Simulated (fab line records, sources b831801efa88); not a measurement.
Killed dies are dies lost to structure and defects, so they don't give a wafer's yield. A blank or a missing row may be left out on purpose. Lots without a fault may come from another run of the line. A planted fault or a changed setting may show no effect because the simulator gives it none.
Which tool did it? | flow sky130 | 14 lots, 42 wafers sampled, at 4 steps of a route of 708

WHAT THE GAUGES READ, wafer by wafer
SKY_FIELD_ISO_THK_MEAS_02.
lot  | measured    | on            | FIELD_ISO_OXIDATION_00_THK (nm)
L803 | day 1 14:18 | film_metro-01 | 11.97 11.81 11.86
L804 | day 1 17:52 | film_metro-03 | 12.15 12.30 12.46
L805 | day 1 22:29 | film_metro-03 | 12.26 12.06 11.95
L806 | day 2 03:52 | film_metro-03 | 12.17 12.27 11.94
L807 | day 2 08:01 | film_metro-01 | 11.99 11.89 11.94
L808 | day 2 12:38 | film_metro-04 | 11.77 11.69 11.48
L809 | day 2 17:38 | film_metro-04 | 12.35 12.18 12.23
L812 | day 3 10:40 | film_metro-04 | 11.83 11.67 11.77
L813 | day 3 15:05 | film_metro-04 | 12.02 11.92 12.14
L822 | day 5 11:08 | film_metro-01 | 12.08 12.31 12.04
L823 | day 5 16:43 | film_metro-04 | 12.36 12.06 12.30
L824 | day 5 21:21 | film_metro-04 | 12.40 12.35 12.42
L825 | day 6 01:39 | film_metro-03 | 12.43 12.30 12.57
L826 | day 6 06:41 | film_metro-04 | 11.98 11.92 12.04

SKY_NWELL_OVL_MEAS_23.
lot  | measured     | on         | NWELL_01_OVL (nm)
L803 | day 5 10:19  | overlay-01 | 0.7 1.1 -1.0
L804 | day 5 13:46  | overlay-02 | 2.4 0.7 0.0
L805 | day 5 21:52  | overlay-02 | 1.0 0.0 -0.8
L806 | day 6 08:25  | overlay-02 | -0.7 -1.2 -2.4
L807 | day 6 11:22  | overlay-02 | -0.3 -0.6 0.3
L808 | day 6 18:01  | overlay-01 | 1.7 2.9 1.3
L809 | day 6 23:46  | overlay-02 | 1.3 1.9 -0.4
L812 | day 7 18:04  | overlay-01 | - - -
L813 | day 7 20:28  | overlay-02 | - - -
L822 | day 10 04:16 | overlay-02 | 1.7 2.4 0.7
L823 | day 10 12:53 | overlay-01 | -1.4 -1.8 -1.4
L824 | day 10 18:53 | overlay-01 | 0.7 1.6 1.6
L825 | day 10 22:56 | overlay-02 | 1.8 1.4 1.3
L826 | day 11 05:02 | overlay-01 | -3.3 -2.6 -2.0

SKY_VT_ADJUST_LVTN_TW_MEAS_10.
lot  | measured     | on            | VT_ADJUST_LVTN_TW
L803 | day 7 02:10  | film_metro-04 | 242.1 242.0 241.6
L804 | day 7 05:38  | film_metro-01 | 240.2 241.5 240.6
L805 | day 7 13:28  | film_metro-02 | 237.2 237.0 237.7
L806 | day 8 01:31  | film_metro-02 | 239.8 238.8 239.1
L807 | day 8 05:07  | film_metro-01 | 242.1 240.8 242.2
L808 | day 8 11:57  | film_metro-04 | 242.4 242.8 242.2
L809 | day 8 17:20  | film_metro-04 | 241.9 243.7 241.9
L812 | day 9 12:16  | film_metro-01 | 241.6 242.5 241.1
L813 | day 9 15:16  | film_metro-02 | 240.5 239.6 239.8
L822 | day 12 06:37 | film_metro-01 | 240.1 240.1 239.9
L823 | day 12 15:53 | film_metro-01 | 239.9 240.0 239.3
L824 | day 12 20:19 | film_metro-01 | 240.0 239.8 240.4
L825 | day 13 01:43 | film_metro-04 | 243.8 243.8 243.9
L826 | day 13 08:19 | film_metro-01 | 240.0 239.5 240.1

WHICH TOOL RAN EACH LOT (tool, then ch and the chambers of the sampled wafers, then the start)
lot  | SKY_NWELL_COAT_18
L803 | litho_track-01 ch 0, day 5 01:08
L804 | litho_track-01 ch 0, day 5 04:59
L805 | litho_track-04 ch 0, day 5 12:32
L806 | litho_track-02 ch 0, day 5 22:44
L807 | litho_track-04 ch 0, day 6 01:28
L808 | litho_track-01 ch 0, day 6 07:43
L809 | litho_track-02 ch 0, day 6 13:29
L812 | litho_track-01, day 7 07:25
L813 | litho_track-02, day 7 09:46
L822 | litho_track-02 ch 0, day 9 16:35
L823 | litho_track-02 ch 0, day 10 01:02
L824 | litho_track-01 ch 0, day 10 06:26
L825 | litho_track-01 ch 0, day 10 10:04
L826 | litho_track-02 ch 0, day 10 16:13
- SKY_NWELL_COAT_18: resist thk 3000 nm.

WHAT THE TOOLS THEMSELVES READ (means of the sampled wafers that have a number; where no wafer has one, the mark that the record gives instead)
SKY_NWELL_COAT_18.
lot  | tool           | chill_plate_temp_C (C) | dispense_pressure_kPa (kPa)
L803 | litho_track-01 | 22.88                  | 54.7
L804 | litho_track-01 | 23.11                  | 54.7
L805 | litho_track-04 | 23.13                  | 52.4
L806 | litho_track-02 | 23.08                  | 55.6
L807 | litho_track-04 | 23.10                  | 52.4
L808 | litho_track-01 | 23.04                  | 54.7
L809 | litho_track-02 | 22.95                  | 55.6
L812 | litho_track-01 | -                      | -
L813 | litho_track-02 | -                      | -
L822 | litho_track-02 | 23.01                  | 55.6
L823 | litho_track-02 | 23.07                  | 55.6
L824 | litho_track-01 | 22.96                  | 54.7
L825 | litho_track-01 | 22.96                  | 54.7
L826 | litho_track-02 | 23.05                  | 55.5

THE ANSWER, worked out from the rows above alone
Rule: what is usual is taken from the lots themselves. Put in order of their means at a reading, lots are off if they are a third of the lots or fewer, leave a main group of 4 or more, and stand apart from it by a gap of 3 or more times the standard deviation of the main group's means; of several such gaps the widest counts. A main group whose means are all the same, to the digits that the tables above print for the reading, isn't used. A lot without any number at a reading at which 4 lots or more have one is off too. The other lots that the step has rows for count as sound. The gauges are gone through in route order, then the tools' own readings, and for those a lot's mean is taken as printed above. The first step at which some lot is off is used, and at that step the reading that is off furthest; a lot without a number counts as furthest.
Off: L812, L813, at SKY_NWELL_OVL_MEAS_23 (NWELL_01_OVL). Without a number there: L812, L813. The main group: mean 0.2 nm, standard deviation 1.4.
A tool fits if, at a process step before that reading, it ran every lot that is off, and no sound lot after the first of them. The gauges at SKY_NWELL_OVL_MEAS_23 aren't tried: what is off there is off at SKY_NWELL_COAT_18 too, on other tools, and a gauge's error can't cause that. None of those tried fits.

WHAT THE SIMULATOR HAD PUT IN
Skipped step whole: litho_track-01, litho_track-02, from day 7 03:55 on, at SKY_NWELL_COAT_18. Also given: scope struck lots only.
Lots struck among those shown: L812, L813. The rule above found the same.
